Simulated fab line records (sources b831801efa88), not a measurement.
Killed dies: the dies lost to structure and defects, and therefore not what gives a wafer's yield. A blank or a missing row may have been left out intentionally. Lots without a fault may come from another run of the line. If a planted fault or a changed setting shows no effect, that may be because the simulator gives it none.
Which tool did it? -- flow gf180mcu -- 45 wafers from 15 lots sampled at 3 of the route's 602 steps

WHAT EACH GAUGE READ, for each wafer
GF_V3_THK_MEAS_03.
lot,measured,on,V3_CVD_02_THK (nm)
L894,day 22 13:10,filmMetro-01,846 850 865
L895,day 23 02:04,filmMetro-01,856 865 869
L896,day 23 11:32,filmMetro-03,846 852 875
L897,day 23 17:19,filmMetro-02,851 876 866
L899,day 24 10:05,filmMetro-01,861 859 873
L900,day 24 20:31,filmMetro-01,841 865 859
L901,day 25 03:05,filmMetro-01,839 843 853
L902,day 25 15:25,filmMetro-03,858 853 882
L904,day 26 02:44,filmMetro-02,861 864 874
L908,day 27 06:23,filmMetro-02,862 840 869
L910,day 27 20:03,filmMetro-03,846 827 830
L911,day 28 02:53,filmMetro-01,856 858 874
L912,day 28 11:59,filmMetro-03,832 840 826
L913,day 28 13:03,filmMetro-03,838 856 852
L914,day 29 00:07,filmMetro-03,846 827 856

GF_V3_OVL_MEAS_15.
lot,measured,on,V3_OVL (nm)
L894,day 23 12:28,overlay-01,-3 0 -5
L895,day 24 01:28,overlay-02,-6 -8 -5
L896,day 24 10:28,overlay-02,2 6 -6
L897,day 24 16:01,overlay-01,-7 -13 -6
L899,day 25 07:41,overlay-02,-3 3 -1
L900,day 25 18:55,overlay-02,-2 -4 4
L901,day 26 00:08,overlay-01,2 2 -4
L902,day 26 13:04,overlay-01,5 3 9
L904,day 27 00:01,overlay-01,-1 -10 -5
L908,day 28 02:28,overlay-02,-3 -14 -12
L910,day 28 16:58,overlay-02,6 1 -4
L911,day 28 23:22,overlay-02,-8 -4 -2
L912,day 29 07:44,overlay-01,-8 5 3
L913,day 29 09:15,overlay-01,-7 -1 -6
L914,day 29 19:03,overlay-02,2 7 5

EACH LOT AND THE TOOL THAT RAN IT (in order: tool; ch and the chambers of the sampled wafers; start)
lot,GF_V3_CMP_04
L894,"cmp-02 ch 0,3, day 22 13:13"
L895,"cmp-02 ch 0,2,3, day 23 02:13"
L896,"cmp-02 ch 1,2, day 23 11:35"
L897,"cmp-01 ch 0,2, day 23 17:21"
L899,"cmp-01 ch 0,1,2, day 24 10:08"
L900,"cmp-02 ch 0,2,3, day 24 21:01"
L901,"cmp-01 ch 1,2,3, day 25 03:17"
L902,"cmp-01 ch 0,3, day 25 15:32"
L904,"cmp-02 ch 0,1,3, day 26 02:47"
L908,"cmp-02 ch 1,2,3, day 27 06:29"
L910,"cmp-02 ch 0,1,3, day 27 20:07"
L911,"cmp-01 ch 2,3, day 28 02:56"
L912,"cmp-02 ch 0,1,3, day 28 12:08"
L913,"cmp-02 ch 0,1,2, day 28 13:10"
L914,"cmp-02 ch 0,2,3, day 29 00:10"
- GF_V3_CMP_04: polishes SiO2.

WHAT THE TOOLS THEMSELVES READ (means of the sampled wafers that have a number; where no wafer has one, the mark that the record gives instead)
GF_V3_CMP_04.
lot,tool,motorCurrentA (A),retainingRingPressureFrac,timeToEndpointS (s)
L894,cmp-02,11.7,0.998,84
L895,cmp-02,11.8,1.001,89
L896,cmp-02,11.3,0.999,89
L897,cmp-01,11.7,0.997,85
L899,cmp-01,12.6,0.998,88
L900,cmp-02,11.9,0.999,86
L901,cmp-01,12.5,0.997,75
L902,cmp-01,12.1,1.002,82
L904,cmp-02,11.2,1.002,89
L908,cmp-02,11.8,1.000,87
L910,cmp-02,11.5,0.999,78
L911,cmp-01,11.6,0.998,84
L912,cmp-02,11.1,1.000,77
L913,cmp-02,11.0,1.003,86
L914,cmp-02,11.8,0.995,85

THE ANSWER, worked out from the rows above alone
Rule: usual is defined by the lots themselves. Put in order of their means at a reading, lots are off if they are a third of the lots or fewer, leave a main group of 4 or more, and stand apart from it by a gap of 3 or more times the standard deviation of the main group's means; of several such gaps the widest counts. A main group is skipped when, at the precision printed for the reading in the tables above, its means are all equal. A lot without any number at a reading at which 4 lots or more have one is off too. All remaining lots with rows at the step are treated as sound. After the gauges, taken in route order, come the tools' own readings; for these a lot's mean is taken, as printed above. At the first step where some lot is off, the reading lying furthest off is the one used; lots without a number count as furthest.
None of the lots is off at any reading shown; this tells nothing.

WHAT HAD BEEN PUT IN BY THE SIMULATOR
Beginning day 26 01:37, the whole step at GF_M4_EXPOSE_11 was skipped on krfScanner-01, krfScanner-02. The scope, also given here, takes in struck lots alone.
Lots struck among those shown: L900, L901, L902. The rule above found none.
